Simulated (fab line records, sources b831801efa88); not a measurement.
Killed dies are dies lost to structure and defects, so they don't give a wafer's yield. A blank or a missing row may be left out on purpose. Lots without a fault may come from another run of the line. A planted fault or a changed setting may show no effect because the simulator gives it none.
Which tool did it? | flow sky130 | 10 lots, 30 wafers sampled, at 5 steps of a route of 708

WHAT THE GAUGES READ, wafer by wafer
SKY_VIA4_RS_MEAS_19: measures by four-point-probe. Usual: VIA4_W_RS 0.2263 ohm/sq, standard deviation 0.0022.
lot  | measured     | on            | VIA4_W_RS (ohm/sq)   | flag
L388 | day 43 07:11 | film_metro-02 | 0.2261 0.2210 0.2226 |
L390 | day 43 16:23 | film_metro-01 | 0.2286 0.2270 0.2274 |
L396 | day 45 12:03 | film_metro-02 | 0.2245 0.2211 0.2255 |
L395 | day 45 13:56 | film_metro-02 | 0.2312 0.2322 0.2279 |
L401 | day 46 15:28 | film_metro-03 | 0.2243 0.2237 0.2253 |
L404 | day 47 15:04 | film_metro-03 | 0.2271 0.2275 0.2259 |
L406 | day 47 23:02 | film_metro-03 | 0.2234 0.2236 0.2244 |
L407 | day 48 02:16 | film_metro-03 | 0.2294 0.2288 0.2294 |
L408 | day 48 06:19 | film_metro-02 | 0.2254 0.2248 0.2269 |
L409 | day 48 08:02 | film_metro-03 | 0.2274 0.2271 0.2281 |

SKY_PASSIVATION_THK_MEAS_01. Usual: PASSIVATION_CVD_00_THK 89.8 nm, standard deviation 1.1.
lot  | measured     | on            | PASSIVATION_CVD_00_THK (nm) | flag
L388 | day 44 07:31 | film_metro-01 | 88.5 89.7 89.0              |
L390 | day 44 16:19 | film_metro-04 | 65.9 64.9 65.0              | OFF
L396 | day 46 10:23 | film_metro-01 | 89.7 88.9 91.2              |
L395 | day 46 12:17 | film_metro-01 | 65.6 66.0 66.4              | OFF
L401 | day 47 13:39 | film_metro-02 | 87.5 88.6 89.0              |
L404 | day 48 12:05 | film_metro-02 | 89.9 89.8 89.3              |
L406 | day 48 18:59 | film_metro-02 | 89.2 88.9 91.4              |
L407 | day 48 21:53 | film_metro-04 | 90.5 90.0 91.5              |
L408 | day 49 01:44 | film_metro-04 | 89.2 89.9 90.5              |
L409 | day 49 03:46 | film_metro-04 | 91.2 92.2 90.9              |

WHICH TOOL RAN EACH LOT (tool, then ch and the chambers of the sampled wafers, then the start)
lot  | SKY_METAL3_ETCH_17                 | SKY_METAL4_SPUTTER_01        | SKY_PASSIVATION_CVD_00
L388 | rie_diel-01 ch 1,3, day 39 00:41   | pvd_sputter-04, day 40 04:53 | pecvd-04 ch 0,2, day 44 07:28
L390 | rie_diel-04 ch 0,2,3, day 39 10:47 | pvd_sputter-03, day 40 14:29 | pecvd-04 ch 0,1,2, day 44 16:17
L396 | rie_diel-03 ch 0,2,3, day 41 11:41 | pvd_sputter-04, day 42 14:40 | pecvd-02 ch 0,1, day 46 10:22
L395 | rie_diel-01 ch 0,1,2, day 41 13:35 | pvd_sputter-03, day 42 16:17 | pecvd-04 ch 0,1, day 46 12:16
L401 | rie_diel-04 ch 0,1,2, day 42 20:02 | pvd_sputter-03, day 43 21:11 | pecvd-01 ch 0,1, day 47 13:37
L404 | rie_diel-03 ch 0,3, day 43 20:08   | pvd_sputter-02, day 44 22:08 | pecvd-02 ch 0,1, day 48 12:04
L406 | rie_diel-03 ch 0,1,3, day 44 05:53 | pvd_sputter-04, day 45 07:25 | pecvd-01 ch 0,1, day 48 18:58
L407 | rie_diel-04 ch 1,3, day 44 10:17   | pvd_sputter-03, day 45 11:07 | pecvd-04 ch 1,2, day 48 21:52
L408 | rie_diel-01 ch 0,1, day 44 14:29   | pvd_sputter-04, day 45 14:34 | pecvd-04 ch 0,1, day 49 01:43
L409 | rie_diel-01 ch 0,2,3, day 44 17:23 | pvd_sputter-03, day 45 18:08 | pecvd-04 ch 1,2, day 49 03:44
- SKY_METAL3_ETCH_17: etches SiO2 in C4F8/O2/Ar, stops on TiN, time 3.9 s, target depth 15 nm.
- SKY_METAL4_SPUTTER_01: material TiN, target thk 20 nm, time 16.7 s.
- SKY_PASSIVATION_CVD_00: deposits SiO2, target thk 90 nm.

WHAT THE TOOLS THEMSELVES READ (means of the sampled wafers that have a number; where no wafer has one, the mark that the record gives instead)
SKY_METAL3_ETCH_17. Usual: chamber_pressure_mTorr 40.01 mTorr, standard deviation 0.037; oes_product_au 0.757 a.u., standard deviation 0.007.
lot  | tool        | chamber_pressure_mTorr (mTorr) | oes_product_au (a.u.) | flag
L388 | rie_diel-01 | 40.03                          | 0.759                 |
L390 | rie_diel-04 | 40.00                          | 0.759                 |
L396 | rie_diel-03 | 40.02                          | 0.753                 |
L395 | rie_diel-01 | 39.97                          | 0.751                 |
L401 | rie_diel-04 | 40.06                          | 0.756                 |
L404 | rie_diel-03 | 40.00                          | 0.759                 |
L406 | rie_diel-03 | 40.02                          | 0.755                 |
L407 | rie_diel-04 | 40.01                          | 0.756                 |
L408 | rie_diel-01 | 40.03                          | 0.752                 |
L409 | rie_diel-01 | 40.00                          | 0.761                 |

SKY_METAL4_SPUTTER_01. Usual: throttle_valve_pct 30.3 %, standard deviation 0.89.
lot  | tool           | throttle_valve_pct (%) | flag
L388 | pvd_sputter-04 | 31.0                   |
L390 | pvd_sputter-03 | 29.9                   |
L396 | pvd_sputter-04 | 30.8                   |
L395 | pvd_sputter-03 | 30.1                   |
L401 | pvd_sputter-03 | 30.5                   |
L404 | pvd_sputter-02 | 29.1                   |
L406 | pvd_sputter-04 | 30.7                   |
L407 | pvd_sputter-03 | 30.0                   |
L408 | pvd_sputter-04 | 30.8                   |
L409 | pvd_sputter-03 | 30.8                   |

SKY_PASSIVATION_CVD_00. Usual: heater_power_w 704 W, standard deviation 150.
lot  | tool     | heater_power_w (W) | flag
L388 | pecvd-04 | 683                |
L390 | pecvd-04 | 629                |
L396 | pecvd-02 | 627                |
L395 | pecvd-04 | 635                |
L401 | pecvd-01 | 1011               |
L404 | pecvd-02 | 753                |
L406 | pecvd-01 | 949                |
L407 | pecvd-04 | 674                |
L408 | pecvd-04 | 617                |
L409 | pecvd-04 | 601                |

THE ANSWER, worked out from the rows above alone
Rule: a lot is off if the mean of its wafers that have a number lies more than 3 standard deviations from the usual mean. A lot without any number at a reading at which 4 lots or more have one is off too. The other lots that the step has rows for count as sound. The gauges are gone through in route order, then the tools' own readings, and for those a lot's mean is taken as printed above. The first step at which some lot is off is used, and at that step the reading that is off furthest; a lot without a number counts as furthest.
Off: L390, L395, at SKY_PASSIVATION_THK_MEAS_01 (PASSIVATION_CVD_00_THK).
A tool fits if, at a process step before that reading, it ran every lot that is off, and no sound lot after the first of them. The gauges at SKY_PASSIVATION_THK_MEAS_01 are tried like those tools. None of those tried fits.

WHAT THE SIMULATOR HAD PUT IN
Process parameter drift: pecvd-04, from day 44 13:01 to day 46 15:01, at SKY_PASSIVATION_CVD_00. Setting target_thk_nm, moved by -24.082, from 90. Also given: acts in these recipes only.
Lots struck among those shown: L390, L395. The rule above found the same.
